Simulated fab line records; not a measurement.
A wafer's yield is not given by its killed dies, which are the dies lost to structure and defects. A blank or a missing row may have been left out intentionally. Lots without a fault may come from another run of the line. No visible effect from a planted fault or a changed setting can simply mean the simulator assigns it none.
Comparing a struck lot with a sound one	flow gf180mcu	23 steps out of a route of 602
Sound: wafers L406.3, L406.4, L406.5. The struck wafers were L421.1, L421.2, L421.4. The cause comes at the end.
For every step that has rows: the tool of each side, followed by ch and its chambers, followed by its first start. Under that, the readings that differ: sound wafers	struck wafers	difference of the means	sigmas: that difference in standard deviations of wafers without a fault.
alike: words and numbers the same on both sides, and readings whose means are apart by under 2 such deviations; not compared: readings that were withheld, readings missing a value for some wafer, numbers with overlapping values and no deviation given by the record, and bounds like >300 which may hide the same value.
Wherever a step has rows on one side only, a row that says differs or no value, or a row with sigmas, the two part there. Non-overlapping numbers with no deviation appear without sigmas and do not part them. A reading that every wafer of one side lacks parts them only if that side has two wafers or more.

first, 1 step without rows for these wafers: GF_HV_LDD_CLEAN_51 (cleans in SC1/SC2, time 150 s).
GF_HV_LDD_RTA_52: time 10 s.
  sound on rtpAnneal-01 ch 0, day 12 13:43; struck on rtpAnneal-02 ch 0, day 17 18:40
reading	sound	struck	difference	sigmas
lampPowerPct (%)	36 37 36	24 24 24	-12	-2
  alike: annealTempCMax, chamberO2Ppm, wafer_temp_C_max
GF_HV_LDD_RS_MEAS_53: measures by four-point-probe.
  sound: filmMetro-03 at day 12 13:48; struck: filmMetro-01 at day 17 18:44
  alike: HV_LDD_RS
then, 1 step without rows for these wafers: GF_HV_LDD_CVD_54 (deposits SiO2 from TEOS, target thk 10 nm, time 75 s).
GF_HV_LDD_THK_MEAS_55:
  sound: filmMetro-03 at day 12 15:26; struck: filmMetro-04 at day 17 19:53
  alike: HV_LDD_CVD_54_THK
then, 1 step without rows for these wafers: GF_HV_LDD_CVD_56 (deposits Si3N4 from DCS/NH3, target thk 90 nm, time 1543 s).
GF_HV_LDD_THK_MEAS_57:
  sound: filmMetro-01 at day 12 16:55; struck: filmMetro-04 at day 17 21:22
  alike: HV_LDD_CVD_56_THK
GF_HV_LDD_ETCHBACK_58: etches Si3N4 in CH3F/O2, stops on SiO2, time 100 s, target depth 90 nm.
  sound on rieDiel-04 ch 2,3, day 12 16:58; struck on rieDiel-02 ch 1,2,3, day 17 21:26
  alike: biasW, ch3fFlowSccm, drypumpMotorCurrentA, oesProductAu, throttleValvePct
  not compared: rfHoursCounterH
then, 4 steps without rows for these wafers: GF_NSD_DEHYDRATE_00 (time 60 s); GF_NSD_HMDS_01 (prime time 60 s); GF_NSD_COAT_02 (resist thk 1000 nm); GF_NSD_SOFTBAKE_03 (time 60 s).
GF_NSD_EXPOSE_04: exposes mask Nplus, target cd 400 nm.
  sound on ilineStepper-02 ch 0, day 13 02:48; struck on ilineStepper-02 ch 0, day 18 09:33
reading	sound	struck	difference	sigmas
mask	Nplus#0 Nplus#0 Nplus#0	Nplus_HV_AREA#0 Nplus_HV_AREA#0 Nplus_HV_AREA#0	differs	
then, 2 steps without rows for these wafers: GF_NSD_PEB_05; GF_NSD_DEVELOP_06 (develop time 60 s).
GF_NSD_CD_MEAS_07: the cd target is 400 nm.
  sound: cdSem-01 at day 13 12:47; struck: cdSem-02 at day 18 20:42
reading	sound	struck	difference	sigmas
cdNm (nm)	401.7 401.8 402.7	- - -	no value on the struck wafers	
GF_NSD_OVL_MEAS_08:
  sound: overlay-02 at day 13 12:52; struck: overlay-01 at day 18 20:49
reading	sound	struck	difference	sigmas
NSD_OVL (nm)	-0.8 1.1 0.5	- - -	no value on the struck wafers	
then, 2 steps without rows for these wafers: GF_NSD_IMPLANT_09; GF_NSD_IMPLANT_10.
GF_NSD_STRIP_11: strips in O2/N2.
  sound on plasmaAsher-03 ch 0,1, day 13 13:14; struck on plasmaAsher-02 ch 0,1, day 18 21:10
  alike: drypumpMotorCurrentA, heaterPowerW, oesProductAu, stripTimeToEndpointS
  not compared: rfHoursCounterH
GF_NSD_TW_MEAS_12:
  sound: filmMetro-04 at day 13 13:19; struck: filmMetro-02 at day 18 21:16
reading	sound	struck	difference	sigmas
NSD_TW	4298 4317 4293	30 30 30	-4273	-99 or more
then, 1 step without rows for these wafers: GF_PSD_DEHYDRATE_00 (time 60 s).
-- the record jumps here: 15 days lie between the struck wafers' starts before and after (it left off in module PSD and takes up again in module PASSIVATION, whose first step shown is number 602 of the route) --
GF_PASSIVATION_PROBE_99:
  sound: prober-01 at day 29 02:36; struck: prober-02 at day 33 13:49
reading	sound	struck	difference	sigmas
model.etest.nmos_3p3_sab.rOnOhmUm	1834 1819 1862	6585 6526 6498	+4698	
model.etest.nldd_6p0.lineOhmUm	4611 4624 4637	197.4 199.9 199.5	-4425.1	
model.etest.nmos_3p3.rOnOhmUm	1703 1687 1721	4467 4471 4432	+2753	
model.etest.nplusU.lineOhmUm	200.6 202.5 197.4	2413 2382 2414	+2203	
model.etest.nldd_6p0.rsOhmSq	1413 1392 1399	59.26 59.44 59.51	-1341.93	
model.etest.nplusU.rsOhmSq	59.49 59.49 59.82	724.6 722.6 722	+663.5	
model.etest.contactNplus.endOhmUm	13.21 13.2 13.06	484.4 485.3 486.4	+472.2	
model.etest.nmos_3p3_sab.driveUaUm	475 478.4 476.4	203.8 207.2 206.5	-270.8	

WHERE THEY PART
At GF_HV_LDD_RTA_52 first; at GF_NSD_TW_MEAS_12 last (within this record only).

WHY: what the simulator had put in
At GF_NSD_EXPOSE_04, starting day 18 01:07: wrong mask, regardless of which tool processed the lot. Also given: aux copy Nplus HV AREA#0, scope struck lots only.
